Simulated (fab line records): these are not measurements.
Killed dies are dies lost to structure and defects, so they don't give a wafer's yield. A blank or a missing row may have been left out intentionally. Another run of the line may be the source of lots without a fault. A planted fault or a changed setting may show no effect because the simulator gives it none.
fab line records	flow sky130
[record] lots = 6	wafers = 18	last_day = 50
route steps=708 shown NWELL@63 PAD_OPEN@708
lots that met no fault: from a run of the same line without faults
start_h: hours from the record's opening day to when the first of the lot's shown wafers began	wait_h: time in hours since the lot's previous step	" the same as in the row above	L1.1+2: a single row standing in for several wafers	- no value, or no start was given	* or withheld: withheld	< > ~ a bound
route shown NAME@n: a module of which the file shows steps, and the number in the route of the first	usual: mean and standard deviation over wafers with no fault	same: alike in all rows	chamber/n: place in a boat	sites: readings site by site	_std_site: standard deviation across them	_edge_site: the outer-site mean with the inner-site mean subtracted	radius_mm: for every site, how far away it sits from the centre of the wafer	mask NAME#n: copy n	behind: the tool/chamber that last shaped the wafer	hold: cause of the lot's hold/its duration in hours/its outcome	device: names the non-switching transistor (n, p or np)	end of line: tests run on the same wafers once the route is complete	for a step that has no rows: nothing shown but its recipe	killed: count of dies lost to structure and defects at first sort (not the wafer's yield)	map: a wafer's dies, x killed, . not, _ none there
set.NAME: the run value of the setting; set.NAME@STEP: its run value at that earlier step	model.NAME: the simulator's own value behind a step, which no gauge read
lots at some steps of the route; a table a step, a row a wafer
[[steps]]
[step SKY_NWELL_OVL_MEAS_10]
[usual] NWELL_00_OVL = 0.8/1.3
lot.wafer	tool	chamber	start_h	wait_h	NWELL_00_OVL[nm]
L182.1	overlay-01	-	110.59	-	3.3
L182.2	"	-	"	"	3.6
L182.3	"	-	"	"	1.5
L186.3	overlay-02	-	123.65	-	0.0
L186.4	"	-	"	"	0.8
L186.6	"	-	"	"	1.4
L188.3	overlay-01	-	138.45	-	1.8
L188.4	"	-	"	"	0.8
L188.6	"	-	"	"	0.2
L189.1	overlay-02	-	144.24	-	1.5
L189.2	"	-	"	"	-0.1
L189.5	"	-	"	"	0.9
L190.1	overlay-01	-	148.45	-	-0.4
L190.2	"	-	"	"	0.7
L190.3	"	-	"	"	0.2
L203.1	overlay-01	-	225.79	-	1.7
L203.2	"	-	"	"	2.3
L203.6	"	-	"	"	1.4
[step SKY_NWELL_IMPLANT_11]
[recipe] species = P	energy_kev = 400	dose_cm2 = 1.9e+13	tilt_deg = withheld
[step SKY_NWELL_IMPLANT_12]
[recipe] species = P	energy_kev = 120	dose_cm2 = 1.3e+12	tilt_deg = withheld
[step SKY_NWELL_IMPLANT_13]
[recipe] species = P	energy_kev = 50	dose_cm2 = 7e+11	tilt_deg = withheld
[step SKY_NWELL_STRIP_14]
[recipe] chemistry = O2/N2	power_w = 1400	pressure_mtorr = 1500	platen_temp_c = withheld	o2_flow_sccm = 3000	n2_flow_sccm = 300	overash_fraction = 0.5
[usual] drypump_motor_current_A = 5.86/0.29	o2_flow_sccm = 3000/8.4	oes_product_au = 0.722/0.0047	strip_time_to_endpoint_s = 36.90/0.11
[same] overash_fraction = 0.5
lot.wafer	tool	chamber	start_h	wait_h	drypump_motor_current_A	o2_flow_sccm	oes_product_au	rf_hours_counter_h	strip_time_to_endpoint_s
L182.1	plasma_asher-01	0	111.12	0.1	5.69	3000	0.720	28	37.00
L182.2	"	1	"	"	5.32	3003	0.723	28	37.13
L182.3	"	1	"	"	5.33	3004	0.723	-	37.10
L186.3	plasma_asher-02	0	124.16	0.1	5.81	3001	0.723	-	36.96
L186.4	"	1	"	"	6.03	3017	0.725	-	37.02
L186.6	"	1	"	"	6.05	3016	0.728	-	37.04
L188.3	plasma_asher-01	1	138.96	0.1	5.31	2999	0.720	-	36.74
L188.4	"	0	"	"	5.64	3005	0.724	-	36.83
L188.6	"	1	"	"	5.29	3001	0.723	-	36.80
L189.1	plasma_asher-02	1	144.72	0.1	6.05	2992	0.723	44	36.95
L189.2	"	0	"	"	5.80	2997	0.723	44	36.84
L189.5	"	0	"	"	5.83	2997	0.712	-	36.94
L190.1	plasma_asher-02	1	148.94	0.1	6.03	3002	0.719	44	36.85
L190.2	"	0	"	"	5.80	2995	0.721	44	36.82
L190.3	"	0	"	"	5.77	2999	0.716	-	36.92
L203.1	plasma_asher-02	1	226.27	0.1	6.01	3011	0.725	52	36.81
L203.2	"	0	"	"	5.79	2984	0.722	52	36.76
L203.6	"	1	"	"	6.03	3002	0.717	-	36.79
[step SKY_NWELL_TW_MEAS_15]
[usual] NWELL_TW = 1806/19
lot.wafer	tool	chamber	start_h	wait_h	NWELL_TW
L182.1	film_metro-04	-	111.22	0.1	1825
L182.2	"	-	"	"	1836
L182.3	"	-	"	"	1829
L186.3	film_metro-01	-	124.24	0.1	1813
L186.4	"	-	"	"	1818
L186.6	"	-	"	"	1821
L188.3	film_metro-03	-	139.04	0.1	1773
L188.4	"	-	"	"	1773
L188.6	"	-	"	"	1776
L189.1	film_metro-04	-	144.82	0.1	1818
L189.2	"	-	"	"	1830
L189.5	"	-	"	"	1819
L190.1	film_metro-03	-	149.04	0.1	1798
L190.2	"	-	"	"	1798
L190.3	"	-	"	"	1789
L203.1	film_metro-03	-	226.37	0.1	1793
L203.2	"	-	"	"	1792
L203.6	"	-	"	"	1785
[step SKY_NWELL_DEHYDRATE_16]
[recipe] temp_c = 200	time_s = 60
[step SKY_NWELL_HMDS_17]
[recipe] prime_time_s = 60	prime_temp_c = 120
[step SKY_NWELL_COAT_18]
[recipe] spin_rpm = 2000	resist_thk_nm = 3000
[step SKY_NWELL_SOFTBAKE_19]
[recipe] temp_c = 110	time_s = withheld
[step SKY_NWELL_EXPOSE_20]
[recipe] mask_id = NWM_COMPLEMENT	na = 0.6	source_shape = conventional	sigma_outer = 0.6	polarization = unpolarized	target_cd_nm = 840	dose_mj = 260
[step SKY_NWELL_PEB_21]
[recipe] temp_c = 115	time_s = withheld
[step SKY_NWELL_DEVELOP_22]
[recipe] wall_angle_deg = 90	developer = TMAH	develop_time_s = 60	dev_temp_c = 23
[usual] resist_line_temp_C = 23.00/0.1
lot.wafer	tool	chamber	start_h	wait_h	resist_line_temp_C
L182.1	litho_track-02	0	129	-	22.87
L182.2	"	0	"	"	23.19
L182.3	"	0	"	"	23.19
L186.3	litho_track-03	0	141	-	22.92
L186.4	"	0	"	"	22.86
L186.6	"	0	"	"	22.94
L188.3	litho_track-03	0	157	-	23.03
L188.4	"	0	"	"	23.09
L188.6	"	0	158	-	22.94
L189.1	litho_track-02	0	163	-	23.00
L189.2	"	0	"	"	23.13
L189.5	"	0	"	"	23.11
L190.1	litho_track-03	0	169	-	23.03
L190.2	"	0	"	"	22.90
L190.3	"	0	"	"	22.96
L203.1	litho_track-03	0	250	-	23.08
L203.2	"	0	"	"	23.12
L203.6	"	0	"	"	23.03
[step SKY_NWELL_OVL_MEAS_23]
[usual] NWELL_01_OVL = -0.7/1.4
lot.wafer	tool	chamber	start_h	wait_h	NWELL_01_OVL[nm]
L182.1	overlay-02	-	129.34	-	-1.4
L182.2	"	-	"	"	-1.4
L182.3	"	-	"	"	-0.8
L186.3	overlay-02	-	141.96	-	-0.2
L186.4	"	-	"	"	-1.9
L186.6	"	-	"	"	0.1
L188.3	overlay-02	-	158.06	-	-
L188.4	"	-	"	"	-
L188.6	"	-	"	"	-
L189.1	overlay-01	-	163.94	-	-2.2
L189.2	"	-	"	"	-1.5
L189.5	"	-	"	"	-2.2
L190.1	overlay-02	-	169.40	-	-
L190.2	"	-	"	"	-
L190.3	"	-	"	"	-
L203.1	overlay-01	-	250.20	-	1.0
L203.2	"	-	"	"	0.0
L203.6	"	-	"	"	1.0
[step SKY_NWELL_IMPLANT_24]
[recipe] species = B	energy_kev = 140	dose_cm2 = 9.2e+12	tilt_deg = withheld
[step SKY_PAD_OPEN_PROBE_99]
[usual] killed_at_M0_to_M3 = 43/7.8	killed_at_M4_up = 3.2/1.9	killed_at_contacts = 24/5	killed_at_front_end = 14/4.5	killed_at_other = 0.2/0.41	killed_dies = 84/9.6	killed_on_rim = 17/3.8	killed_open = 47/6.9	killed_short = 38/6
[same] gross_dies = 492	killed_at_back_side = 0
lot.wafer	tool	chamber	start_h	wait_h	killed_at_M0_to_M3	killed_at_M4_up	killed_at_contacts	killed_at_front_end	killed_at_other	killed_dies	killed_on_rim	killed_open	killed_short
L188.3	prober-02	-	1132.20	0.2	48	2	31	411	0	492	96	67	42
L188.4	prober-02	-	1132.25	0.2	47	2	25	418	0	492	96	57	38
L188.6	prober-02	-	1132.35	0.2	61	3	25	403	0	492	96	59	45
L190.1	prober-02	-	1146.70	0.1	39	3	23	426	1	492	96	50	33
L190.2	prober-02	-	1146.75	0.1	45	6	21	420	0	492	96	52	34
L190.3	prober-02	-	1146.80	0.2	40	3	26	423	0	492	96	41	37
// killed by level:class
L188.3 NWELL:area_develop=383 CONTACT:geometric_particle:open=14 FIELD_ISO:geometric_particle:open=10 POLY_GATE:geometric_particle:short=9 VIA2:geometric_particle:open=9 VIA3:geometric_particle:open=9 VIA1:geometric_particle:open=7 FIELD_ISO:geometric_particle:short=6
L188.4 NWELL:area_develop=397 VIA1:geometric_particle:open=11 CONTACT:geometric_particle:open=10 FIELD_ISO:geometric_particle:open=9 VIA2:geometric_particle:open=9 VIA3:geometric_particle:open=7 CONTACT:geometric_particle:short=6 VIA1:geometric_particle:short=6
L188.6 NWELL:area_develop=388 VIA1:geometric_particle:open=14 VIA2:geometric_particle:open=9 VIA3:geometric_particle:open=8 VIA1:geometric_particle:short=8 LI_CONTACT:geometric_particle:open=7 CONTACT:geometric_particle:open=6 POLY_GATE:geometric_particle:open=6
L190.1 NWELL:area_develop=409 VIA1:geometric_particle:open=16 CONTACT:geometric_particle:open=10 FIELD_ISO:geometric_particle:short=5 SPACER:geometric_particle:short=4 VIA3:geometric_particle:open=4 LI_CONTACT:geometric_particle:open=4 LOCAL_INTERCONNECT:geometric_particle:short=4
L190.2 NWELL:area_develop=406 VIA1:geometric_particle:open=13 CONTACT:geometric_particle:open=8 VIA3:geometric_particle:open=7 LI_CONTACT:geometric_particle:open=6 METAL1:geometric_particle:short=6 FIELD_ISO:geometric_particle:open=5 VIA2:geometric_particle:open=5
L190.3 NWELL:area_develop=414 LI_CONTACT:geometric_particle:open=8 VIA3:geometric_particle:open=8 LI_CONTACT:geometric_particle:short=7 CONTACT:geometric_particle:open=7 VIA1:geometric_particle:open=6 METAL1:geometric_particle:short=5 METAL3:geometric_particle:short=5
// map L188.3 (x killed, . not)
__________xxxxxxxxxx_________
________xxxxxxxxxxxxxx_______
______xxxxxxxxxxxxxxxxxx_____
_____xxxxxxxxxxxxxxxxxxxx____
____xxxxxxxxxxxxxxxxxxxxxx___
___xxxxxxxxxxxxxxxxxxxxxxxx__
__xxxxxxxxxxxxxxxxxxxxxxxxxx_
_xxxxxxxxxxxxxxxxxxxxxxxxxxxx
_xxxxxxxxxxxxxxxxxxxxxxxxxxxx
_xxxxxxxxxxxxxxxxxxxxxxxxxxxx
_xxxxxxxxxxxxxxxxxxxxxxxxxxxx
_xxxxxxxxxxxxxxxxxxxxxxxxxxxx
_xxxxxxxxxxxxxxxxxxxxxxxxxxxx
_xxxxxxxxxxxxxxxxxxxxxxxxxxxx
_xxxxxxxxxxxxxxxxxxxxxxxxxxxx
__xxxxxxxxxxxxxxxxxxxxxxxxxx_
___xxxxxxxxxxxxxxxxxxxxxxxx__
____xxxxxxxxxxxxxxxxxxxxxx___
_____xxxxxxxxxxxxxxxxxxxx____
______xxxxxxxxxxxxxxxxxx_____
________xxxxxxxxxxxxxx_______
__________xxxxxxxxxx_________
// map L190.1 (x killed, . not)
__________xxxxxxxxxx_________
________xxxxxxxxxxxxxx_______
______xxxxxxxxxxxxxxxxxx_____
_____xxxxxxxxxxxxxxxxxxxx____
____xxxxxxxxxxxxxxxxxxxxxx___
___xxxxxxxxxxxxxxxxxxxxxxxx__
__xxxxxxxxxxxxxxxxxxxxxxxxxx_
_xxxxxxxxxxxxxxxxxxxxxxxxxxxx
_xxxxxxxxxxxxxxxxxxxxxxxxxxxx
_xxxxxxxxxxxxxxxxxxxxxxxxxxxx
_xxxxxxxxxxxxxxxxxxxxxxxxxxxx
_xxxxxxxxxxxxxxxxxxxxxxxxxxxx
_xxxxxxxxxxxxxxxxxxxxxxxxxxxx
_xxxxxxxxxxxxxxxxxxxxxxxxxxxx
_xxxxxxxxxxxxxxxxxxxxxxxxxxxx
__xxxxxxxxxxxxxxxxxxxxxxxxxx_
___xxxxxxxxxxxxxxxxxxxxxxxx__
____xxxxxxxxxxxxxxxxxxxxxx___
_____xxxxxxxxxxxxxxxxxxxx____
______xxxxxxxxxxxxxxxxxx_____
________xxxxxxxxxxxxxx_______
__________xxxxxxxxxx_________
[[key]]
[first_sign] step = SKY_NWELL_OVL_MEAS_23	reading = NWELL_01_OVL	direction = missing
[effect] step = SKY_PAD_OPEN_PROBE_99	reading = killed_at_front_end	direction = up	sigmas = 89	usual = 14	struck = 417
[more_kills_born_at] SKY_NWELL_DEVELOP_22@litho_track-03 = 2397
met_at SKY_NWELL_DEVELOP_22
struck_wafers L188.3,L188.4,L188.6,L190.1,L190.2,L190.3
tester_left_out L188,L190
onset_between 141 157
[fault] kind = process_parameter_drift	tool = litho_track-03	chamber = -	onset_h = 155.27	steps = SKY_NWELL_DEVELOP_22	channel = develop_time_s	offset = *	shape = step	end_h = 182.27	acts_in = *	stated = *
// tester_left_out: of these lots the tester's yield and bins aren't shown, on N5 and GAA mostly nor the transistor test; their killed dies are dies lost to structure and defects alone, not to doping, threshold or leakage, so they don't give the yield
